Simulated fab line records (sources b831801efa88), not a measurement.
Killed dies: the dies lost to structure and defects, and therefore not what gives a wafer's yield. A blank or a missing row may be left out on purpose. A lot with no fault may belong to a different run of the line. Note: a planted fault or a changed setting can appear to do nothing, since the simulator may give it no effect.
Matching of chambers || flow gf180mcu || 4 sister chambers for GF_V5_CMP_26 on cmp-02
The step polishes, stops on SiO2, t overpolish 15 s, target thk 0 nm. 16 wafers are shown with their chamber, then 8 later ones without.

## WAFERS PAIRED WITH THEIR CHAMBERS
{"wafer": "L268.2", "chamber": 3, "motor current A (A)": 10.7, "overpolish run s (s)": 15.010, "time to endpoint s (s)": 82}
{"wafer": "L268.3", "chamber": 1, "motor current A (A)": 11.8, "overpolish run s (s)": 14.986, "time to endpoint s (s)": 86}
{"wafer": "L268.5", "chamber": 3, "motor current A (A)": 10.6, "overpolish run s (s)": 15.015, "time to endpoint s (s)": 86}
{"wafer": "L270.2", "chamber": 1, "motor current A (A)": 11.4, "overpolish run s (s)": 15.009, "time to endpoint s (s)": 82}
{"wafer": "L270.5", "chamber": 2, "motor current A (A)": 10.5, "overpolish run s (s)": 15.005, "time to endpoint s (s)": 84}
{"wafer": "L270.6", "chamber": 1, "motor current A (A)": 12.0, "overpolish run s (s)": 15.011, "time to endpoint s (s)": 83}
{"wafer": "L271.1", "chamber": 1, "motor current A (A)": 12.5, "overpolish run s (s)": 14.999, "time to endpoint s (s)": 76}
{"wafer": "L271.4", "chamber": 0, "motor current A (A)": 11.4, "overpolish run s (s)": 14.998, "time to endpoint s (s)": 84}
{"wafer": "L271.5", "chamber": 3, "motor current A (A)": 10.4, "overpolish run s (s)": 14.994, "time to endpoint s (s)": 78}
{"wafer": "L279.2", "chamber": 3, "motor current A (A)": 9.9, "overpolish run s (s)": 14.989, "time to endpoint s (s)": 82}
{"wafer": "L279.5", "chamber": 3, "motor current A (A)": 10.9, "overpolish run s (s)": 15.014, "time to endpoint s (s)": 83}
{"wafer": "L279.6", "chamber": 2, "motor current A (A)": 10.4, "overpolish run s (s)": 14.996, "time to endpoint s (s)": 84}
{"wafer": "L286.3", "chamber": 3, "motor current A (A)": 10.6, "overpolish run s (s)": 14.989, "time to endpoint s (s)": 83}
{"wafer": "L286.5", "chamber": 2, "motor current A (A)": 10.6, "overpolish run s (s)": 15.009, "time to endpoint s (s)": 81}
{"wafer": "L286.6", "chamber": 1, "motor current A (A)": 12.2, "overpolish run s (s)": 14.988, "time to endpoint s (s)": 83}
{"wafer": "L288.1", "chamber": 1, "motor current A (A)": 12.3, "overpolish run s (s)": 14.994, "time to endpoint s (s)": 86}

SIGNATURES (averages over the wafers above)
{"reading": "motor current A", "chamber 0": 11.400, "chamber 1": 12.033, "chamber 2": 10.500, "chamber 3": 10.517, "scatter within a chamber": 0.339}
{"reading": "overpolish run s", "chamber 0": 14.99800, "chamber 1": 14.99783, "chamber 2": 15.00333, "chamber 3": 15.00183, "scatter within a chamber": 0.0109}
{"reading": "time to endpoint s", "chamber 0": 84.00, "chamber 1": 82.67, "chamber 2": 83.00, "chamber 3": 82.33, "scatter within a chamber": 2.98}
Rule: a wafer lies at a distance from a chamber equal to the root of the sum of squares, over the readings, of (its reading less the chamber's mean, divided by the reading's scatter). The wafer belongs to the nearest chamber; if the next one is less than 2 further off, it can't be placed. The scatter is the square root of a quotient: the sum, over the shown wafers, of each reading's squared deviation from its chamber's mean, divided by wafers minus chambers.

## WAFERS WHOSE CHAMBER IS MISSING
{"wafer": "L288.4", "motor current A (A)": 10.1, "overpolish run s (s)": 15.004, "time to endpoint s (s)": 80}
{"wafer": "L288.5", "motor current A (A)": 11.8, "overpolish run s (s)": 15.000, "time to endpoint s (s)": 88}
{"wafer": "L290.1", "motor current A (A)": 11.7, "overpolish run s (s)": 14.998, "time to endpoint s (s)": 83}
{"wafer": "L290.3", "motor current A (A)": 10.4, "overpolish run s (s)": 14.999, "time to endpoint s (s)": 78}
{"wafer": "L290.6", "motor current A (A)": 10.1, "overpolish run s (s)": 14.997, "time to endpoint s (s)": 82}
{"wafer": "L291.1", "motor current A (A)": 11.7, "overpolish run s (s)": 15.007, "time to endpoint s (s)": 87}
{"wafer": "L291.2", "motor current A (A)": 11.0, "overpolish run s (s)": 15.003, "time to endpoint s (s)": 89}
{"wafer": "L291.3", "motor current A (A)": 10.4, "overpolish run s (s)": 15.004, "time to endpoint s (s)": 87}

## CHAMBER TAKEN BY EACH
{"wafer": "L288.4", "from the rows above": "can't be placed: 3 or 2", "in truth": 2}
{"wafer": "L288.5", "from the rows above": "can't be placed: 0 or 1", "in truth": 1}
{"wafer": "L290.1", "from the rows above": "can't be placed: 0 or 1", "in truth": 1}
{"wafer": "L290.3", "from the rows above": "can't be placed: 3 or 2", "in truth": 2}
{"wafer": "L290.6", "from the rows above": "can't be placed: 3 or 2", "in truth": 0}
{"wafer": "L291.1", "from the rows above": "can't be placed: 0 or 1", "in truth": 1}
{"wafer": "L291.2", "from the rows above": "can't be placed: 0 or 2 or 3 or 1", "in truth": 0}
{"wafer": "L291.3", "from the rows above": "can't be placed: 2 or 3 or 0", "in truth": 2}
0 of 8 placed correctly. Cannot be placed on the basis of these rows: 8; the candidates contain the true chamber in 7. 0 placed wrongly.
